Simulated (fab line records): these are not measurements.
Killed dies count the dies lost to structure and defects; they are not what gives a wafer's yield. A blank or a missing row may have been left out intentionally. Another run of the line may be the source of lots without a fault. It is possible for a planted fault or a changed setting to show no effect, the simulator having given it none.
Which tool is to blame? :: flow sky130 :: 15 lots with 45 wafers sampled at 4 steps, on a route of 708 steps

== WHAT EACH GAUGE READ, for each wafer ==
SKY_NWELL_TW_MEAS_26.
lot: L862
measured: day 5 11:50
on: film-metro-01
NWELL_2_TW: 494.4 495.2 494.7

lot: L864
measured: day 6 02:22
on: film-metro-01
NWELL_2_TW: 493.2 494.8 494.7

lot: L865
measured: day 6 04:08
on: film-metro-03
NWELL_2_TW: 496.3 496.7 493.2

lot: L866
measured: day 6 17:05
on: film-metro-01
NWELL_2_TW: 493.2 493.3 494.8

lot: L867
measured: day 6 21:34
on: film-metro-01
NWELL_2_TW: 494.5 496.8 497.1

lot: L869
measured: day 7 08:22
on: film-metro-03
NWELL_2_TW: 497.4 497.2 497.1

lot: L871
measured: day 7 17:30
on: film-metro-01
NWELL_2_TW: 495.1 498.2 494.7

lot: L873
measured: day 8 06:17
on: film-metro-02
NWELL_2_TW: 492.1 495.0 495.6

lot: L875
measured: day 8 22:38
on: film-metro-01
NWELL_2_TW: 494.4 496.3 496.1

lot: L876
measured: day 9 06:08
on: film-metro-02
NWELL_2_TW: 492.8 488.5 491.7

lot: L880
measured: day 10 00:14
on: film-metro-03
NWELL_2_TW: 494.0 495.2 494.6

lot: L881
measured: day 10 07:52
on: film-metro-02
NWELL_2_TW: 492.0 491.2 489.7

lot: L882
measured: day 10 13:25
on: film-metro-02
NWELL_2_TW: 489.3 490.3 491.0

lot: L883
measured: day 10 18:29
on: film-metro-01
NWELL_2_TW: 494.6 497.4 495.1

lot: L884
measured: day 11 04:26
on: film-metro-01
NWELL_2_TW: 496.3 493.2 495.6

SKY_NWELL_RS_MEAS_31: uses a four-point probe to measure.
lot: L862
measured: day 5 12:17
on: film-metro-02
PWDE_RS (ohm/sq): 5271 5286 5280

lot: L864
measured: day 6 02:53
on: film-metro-01
PWDE_RS (ohm/sq): 5280 5262 5277

lot: L865
measured: day 6 04:36
on: film-metro-02
PWDE_RS (ohm/sq): 5273 5261 5266

lot: L866
measured: day 6 17:32
on: film-metro-03
PWDE_RS (ohm/sq): 5255 5264 5267

lot: L867
measured: day 6 22:01
on: film-metro-03
PWDE_RS (ohm/sq): 5271 5270 5275

lot: L869
measured: day 7 08:49
on: film-metro-02
PWDE_RS (ohm/sq): 5255 5281 5260

lot: L871
measured: day 7 17:58
on: film-metro-02
PWDE_RS (ohm/sq): 5239 5278 5241

lot: L873
measured: day 8 06:44
on: film-metro-01
PWDE_RS (ohm/sq): 5268 5266 5272

lot: L875
measured: day 8 23:07
on: film-metro-03
PWDE_RS (ohm/sq): 5263 5279 5254

lot: L876
measured: day 9 06:35
on: film-metro-03
PWDE_RS (ohm/sq): 5277 5268 5241

lot: L880
measured: day 10 00:41
on: film-metro-02
PWDE_RS (ohm/sq): 5246 5258 5272

lot: L881
measured: day 10 08:20
on: film-metro-01
PWDE_RS (ohm/sq): 5276 5279 5260

lot: L882
measured: day 10 13:52
on: film-metro-03
PWDE_RS (ohm/sq): 5280 5289 5276

lot: L883
measured: day 10 18:56
on: film-metro-03
PWDE_RS (ohm/sq): 5266 5248 5278

lot: L884
measured: day 11 05:00
on: film-metro-01
PWDE_RS (ohm/sq): 5286 5285 5279

== WHICH TOOL RAN EACH LOT (tool, then ch and the chambers of the sampled wafers, then the start) ==
lot: L862
SKY_NWELL_STRIP_14: plasma-asher-01 ch 0,1, day 4 17:44
SKY_NWELL_RTA_28: rtp-anneal-01 ch 0, day 5 11:57

lot: L864
SKY_NWELL_STRIP_14: plasma-asher-03 ch 0,1, day 5 08:11
SKY_NWELL_RTA_28: rtp-anneal-02 ch 0, day 6 02:33

lot: L865
SKY_NWELL_STRIP_14: plasma-asher-04 ch 0,1, day 5 09:50
SKY_NWELL_RTA_28: rtp-anneal-01 ch 0, day 6 04:16

lot: L866
SKY_NWELL_STRIP_14: plasma-asher-03 ch 0,1, day 5 21:41
SKY_NWELL_RTA_28: rtp-anneal-02 ch 0, day 6 17:12

lot: L867
SKY_NWELL_STRIP_14: plasma-asher-01 ch 0,1, day 6 02:07
SKY_NWELL_RTA_28: rtp-anneal-02 ch 0, day 6 21:40

lot: L869
SKY_NWELL_STRIP_14: plasma-asher-03 ch 0,1, day 6 11:59
SKY_NWELL_RTA_28: rtp-anneal-01 ch 0, day 7 08:29

lot: L871
SKY_NWELL_STRIP_14: plasma-asher-04 ch 1, day 6 21:47
SKY_NWELL_RTA_28: rtp-anneal-01 ch 0, day 7 17:37

lot: L873
SKY_NWELL_STRIP_14: plasma-asher-01 ch 0,1, day 7 10:32
SKY_NWELL_RTA_28: rtp-anneal-02 ch 0, day 8 06:24

lot: L875
SKY_NWELL_STRIP_14: plasma-asher-01 ch 0,1, day 8 01:01
SKY_NWELL_RTA_28: rtp-anneal-01 ch 0, day 8 22:46

lot: L876
SKY_NWELL_STRIP_14: plasma-asher-01 ch 0,1, day 8 09:10
SKY_NWELL_RTA_28: rtp-anneal-01 ch 0, day 9 06:14

lot: L880
SKY_NWELL_STRIP_14: plasma-asher-03 ch 0,1, day 9 02:14
SKY_NWELL_RTA_28: rtp-anneal-01 ch 0, day 10 00:21

lot: L881
SKY_NWELL_STRIP_14: plasma-asher-03 ch 0,1, day 9 09:44
SKY_NWELL_RTA_28: rtp-anneal-02 ch 0, day 10 07:59

lot: L882
SKY_NWELL_STRIP_14: plasma-asher-04 ch 1, day 9 14:50
SKY_NWELL_RTA_28: rtp-anneal-02 ch 0, day 10 13:31

lot: L883
SKY_NWELL_STRIP_14: plasma-asher-04 ch 0,1, day 9 20:17
SKY_NWELL_RTA_28: rtp-anneal-01 ch 0, day 10 18:36

lot: L884
SKY_NWELL_STRIP_14: plasma-asher-04 ch 0,1, day 10 04:43
SKY_NWELL_RTA_28: rtp-anneal-01 ch 0, day 11 04:35
- SKY_NWELL_STRIP_14: strips in O2/N2.
- SKY_NWELL_RTA_28: time 30 s.

== AS READ BY THE TOOLS THEMSELVES (means over the sampled wafers that have a number; for cases with no such wafer, the mark the record gives instead) ==
SKY_NWELL_STRIP_14.
lot: L862
tool: plasma-asher-01
chamber-pressure-mTorr (mTorr): 1499.1
drypump-motor-current-A (A): 5.7
o2-flow-sccm (sccm): 3003
oes-product-au (a.u.): 0.723
strip-time-to-endpoint-s (s): 36.99

lot: L864
tool: plasma-asher-03
chamber-pressure-mTorr (mTorr): 1501.0
drypump-motor-current-A (A): 6.0
o2-flow-sccm (sccm): 2994
oes-product-au (a.u.): 0.720
strip-time-to-endpoint-s (s): 36.78

lot: L865
tool: plasma-asher-04
chamber-pressure-mTorr (mTorr): 1499.4
drypump-motor-current-A (A): 5.7
o2-flow-sccm (sccm): 3003
oes-product-au (a.u.): 0.719
strip-time-to-endpoint-s (s): 36.90

lot: L866
tool: plasma-asher-03
chamber-pressure-mTorr (mTorr): 1499.5
drypump-motor-current-A (A): 6.0
o2-flow-sccm (sccm): 3001
oes-product-au (a.u.): 0.723
strip-time-to-endpoint-s (s): 36.91

lot: L867
tool: plasma-asher-01
chamber-pressure-mTorr (mTorr): 1500.8
drypump-motor-current-A (A): 5.7
o2-flow-sccm (sccm): 3010
oes-product-au (a.u.): 0.721
strip-time-to-endpoint-s (s): 36.87

lot: L869
tool: plasma-asher-03
chamber-pressure-mTorr (mTorr): 1499.7
drypump-motor-current-A (A): 6.0
o2-flow-sccm (sccm): 2993
oes-product-au (a.u.): 0.723
strip-time-to-endpoint-s (s): 37.03

lot: L871
tool: plasma-asher-04
chamber-pressure-mTorr (mTorr): 1499.6
drypump-motor-current-A (A): 5.3
o2-flow-sccm (sccm): 2998
oes-product-au (a.u.): 0.723
strip-time-to-endpoint-s (s): 36.96

lot: L873
tool: plasma-asher-01
chamber-pressure-mTorr (mTorr): 1500.6
drypump-motor-current-A (A): 5.7
o2-flow-sccm (sccm): 3001
oes-product-au (a.u.): 0.664
strip-time-to-endpoint-s (s): 36.95

lot: L875
tool: plasma-asher-01
chamber-pressure-mTorr (mTorr): 1499.6
drypump-motor-current-A (A): 5.3
o2-flow-sccm (sccm): 2991
oes-product-au (a.u.): 0.666
strip-time-to-endpoint-s (s): 37.08

lot: L876
tool: plasma-asher-01
chamber-pressure-mTorr (mTorr): 1499.9
drypump-motor-current-A (A): 5.3
o2-flow-sccm (sccm): 2994
oes-product-au (a.u.): 0.661
strip-time-to-endpoint-s (s): 36.90

lot: L880
tool: plasma-asher-03
chamber-pressure-mTorr (mTorr): 1499.7
drypump-motor-current-A (A): 6.0
o2-flow-sccm (sccm): 2991
oes-product-au (a.u.): 0.725
strip-time-to-endpoint-s (s): 36.90

lot: L881
tool: plasma-asher-03
chamber-pressure-mTorr (mTorr): 1500.0
drypump-motor-current-A (A): 6.0
o2-flow-sccm (sccm): 3007
oes-product-au (a.u.): 0.720
strip-time-to-endpoint-s (s): 36.84

lot: L882
tool: plasma-asher-04
chamber-pressure-mTorr (mTorr): 1499.6
drypump-motor-current-A (A): 5.3
o2-flow-sccm (sccm): 2996
oes-product-au (a.u.): 0.726
strip-time-to-endpoint-s (s): 36.91

lot: L883
tool: plasma-asher-04
chamber-pressure-mTorr (mTorr): 1498.8
drypump-motor-current-A (A): 5.7
o2-flow-sccm (sccm): 2985
oes-product-au (a.u.): 0.726
strip-time-to-endpoint-s (s): 36.93

lot: L884
tool: plasma-asher-04
chamber-pressure-mTorr (mTorr): 1498.6
drypump-motor-current-A (A): 5.7
o2-flow-sccm (sccm): 3005
oes-product-au (a.u.): 0.724
strip-time-to-endpoint-s (s): 37.07

SKY_NWELL_RTA_28.
lot: L862
tool: rtp-anneal-01
lamp-power-pct (%): 25.29
wafer_temp_C_max: 1054.2

lot: L864
tool: rtp-anneal-02
lamp-power-pct (%): 25.34
wafer_temp_C_max: 1054.9

lot: L865
tool: rtp-anneal-01
lamp-power-pct (%): 25.30
wafer_temp_C_max: 1054.9

lot: L866
tool: rtp-anneal-02
lamp-power-pct (%): 25.33
wafer_temp_C_max: 1055.0

lot: L867
tool: rtp-anneal-02
lamp-power-pct (%): 25.27
wafer_temp_C_max: 1054.6

lot: L869
tool: rtp-anneal-01
lamp-power-pct (%): 25.29
wafer_temp_C_max: 1055.2

lot: L871
tool: rtp-anneal-01
lamp-power-pct (%): 25.29
wafer_temp_C_max: 1053.9

lot: L873
tool: rtp-anneal-02
lamp-power-pct (%): 25.31
wafer_temp_C_max: 1055.1

lot: L875
tool: rtp-anneal-01
lamp-power-pct (%): 25.29
wafer_temp_C_max: 1054.6

lot: L876
tool: rtp-anneal-01
lamp-power-pct (%): 25.36
wafer_temp_C_max: 1056.5

lot: L880
tool: rtp-anneal-01
lamp-power-pct (%): 25.29
wafer_temp_C_max: 1055.3

lot: L881
tool: rtp-anneal-02
lamp-power-pct (%): 25.34
wafer_temp_C_max: 1054.6

lot: L882
tool: rtp-anneal-02
lamp-power-pct (%): 25.30
wafer_temp_C_max: 1054.5

lot: L883
tool: rtp-anneal-01
lamp-power-pct (%): 25.34
wafer_temp_C_max: 1054.4

lot: L884
tool: rtp-anneal-01
lamp-power-pct (%): 25.34
wafer_temp_C_max: 1054.3

== THE ANSWER, worked out from the rows above alone ==
Rule: what is usual is taken from the lots themselves. The widest of any qualifying gaps counts: lots, ordered by their means at a reading, are off when they make up no more than a third of the lots, leave a main group of 4 or more, and stand apart from it by 3 or more times the standard deviation of that group's means. Not used: any main group whose means are identical at the precision the tables above print for the reading. Also off: a lot with no number at a reading for which 4 or more lots have one. All remaining lots with rows at the step are treated as sound. After the gauges, taken in route order, come the tools' own readings; for these a lot's mean is taken, as printed above. The first step at which some lot is off is used, and at that step the reading that is off furthest; a lot without a number counts as furthest.
Off: L873, L875, L876 (SKY_NWELL_STRIP_14, oes-product-au). Mean 0.723 a.u. and standard deviation 0.0022 in the main group.
If a tool, at that step or one of the process steps before it, ran each lot that is off and ran no sound lot following the first of them, it fits. One candidate fits, namely plasma-asher-01 at SKY_NWELL_STRIP_14. Its last sound lot is L867 (day 6 02:07), its first lot that is off L873 (day 7 10:32): a fault that began between those two fits.
On the lots that are off, the tool's own readings at SKY_NWELL_STRIP_14 differ by more than 5 times the standard deviation of the sound lots' means, which bears it out; oes-product-au reads 0.664 a.u. there versus 0.723 a.u. on the sound lots.

== WHAT HAD BEEN PUT IN BY THE SIMULATOR ==
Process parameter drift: plasma-asher-01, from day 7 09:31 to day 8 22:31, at SKY_NWELL_STRIP_14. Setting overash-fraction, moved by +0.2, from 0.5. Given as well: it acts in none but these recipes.
Shown lots that were struck: L873, L875, L876. This agrees with what the rule above found.
